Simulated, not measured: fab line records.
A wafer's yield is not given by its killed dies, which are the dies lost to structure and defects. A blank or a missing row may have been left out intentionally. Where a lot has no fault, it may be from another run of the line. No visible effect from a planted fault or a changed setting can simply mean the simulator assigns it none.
One fault through the eyes of 2 desks :: flow gf180mcu :: each desk has only its own numbers; what lay behind them comes last

METROLOGY DESK
What the gauges read, lot by lot, whatever tool the lot ran on: means of the sampled wafers that have a number. The brackets show how far a lot's mean lies from the usual mean; more than 4 standard deviations puts the lot out of limits, marked OUT.
Columns: A = VT_IMPLANT_3_TW at GF_VT_IMPLANT_TW_MEAS_32, usual 268; B = DUAL_GATE_OVL at GF_DUAL_GATE_OVL_MEAS_11, usual -0.6 nm; C = POLY_GATE_CVD_00_THK at GF_POLY_GATE_THK_MEAS_01, usual 200.2 nm; D = POLY_GATE_OVL at GF_POLY_GATE_OVL_MEAS_11, usual 0 nm
lot: L780
first seen here: day 6 22:13
A: 261
B: 0.6
C: 196.5
D: 1

lot: L783
first seen here: day 7 17:53
A: 271
B: -0.8
C: 200.0
D: -1

lot: L784
first seen here: day 7 21:52
A: 269
B: -1.5
C: 200.2
D: -2

lot: L785
first seen here: day 8 04:35
A: 264
B: -
C: -
D: -

lot: L787
first seen here: day 8 18:19
A: 263
B: -1.4
C: 202.8
D: -1

lot: L791
first seen here: day 9 20:48
A: 272
B: -
C: -
D: -

lot: L792
first seen here: day 10 03:59
A: 268
B: -1.4
C: 202.1
D: -2

lot: L793
first seen here: day 10 13:44
A: 269
B: 0.0
C: 205.0
D: -2

lot: L794
first seen here: day 10 17:25
A: 262
B: 1.0
C: 200.9
D: 1

lot: L797
first seen here: day 11 10:41
A: 271
B: -1.4
C: 201.3
D: -3

lot: L800
first seen here: day 12 09:59
A: 271
B: -1.9
C: 201.6
D: 1

lot: L801
first seen here: day 12 15:13
A: 265
B: 0.5
C: 199.0
D: -1

lot: L802
first seen here: day 12 20:19
A: 269
B: -0.3
C: 200.4
D: 0

lot: L803
first seen here: day 13 04:08
A: 270
B: -1.1
C: 200.6
D: 2
This desk's finding: nothing out of limits on any of the 14 lots.

THE TOOL OWNER'S DESK: lithoTrack-01
The tool's own readings at GF_DUAL_GATE_DEVELOP_10 (develop time 60 s): means of the sampled wafers that have a number, for each lot that ran on this tool. The brackets show how far a lot's mean lies from the usual mean; more than 4 standard deviations puts the lot out of limits, marked OUT.
Columns: A = chillPlateTempC at GF_DUAL_GATE_DEVELOP_10, usual 23.01 C
lot: L783
first seen here: day 9 06:29
A: 22.98

lot: L785
first seen here: day 9 20:07
A: 23.04

lot: L791
first seen here: day 11 13:37
A: 22.98

lot: L800
first seen here: day 14 03:41
A: 22.91

lot: L803
first seen here: day 14 23:46
A: 23.20
This desk's finding: nothing out of limits on any of the 5 lots.

ALL TOGETHER
The metrology desk saw nothing out of limits.
The desk of the tool owner found nothing out of limits.

WHAT WAS PUT IN BY THE SIMULATOR
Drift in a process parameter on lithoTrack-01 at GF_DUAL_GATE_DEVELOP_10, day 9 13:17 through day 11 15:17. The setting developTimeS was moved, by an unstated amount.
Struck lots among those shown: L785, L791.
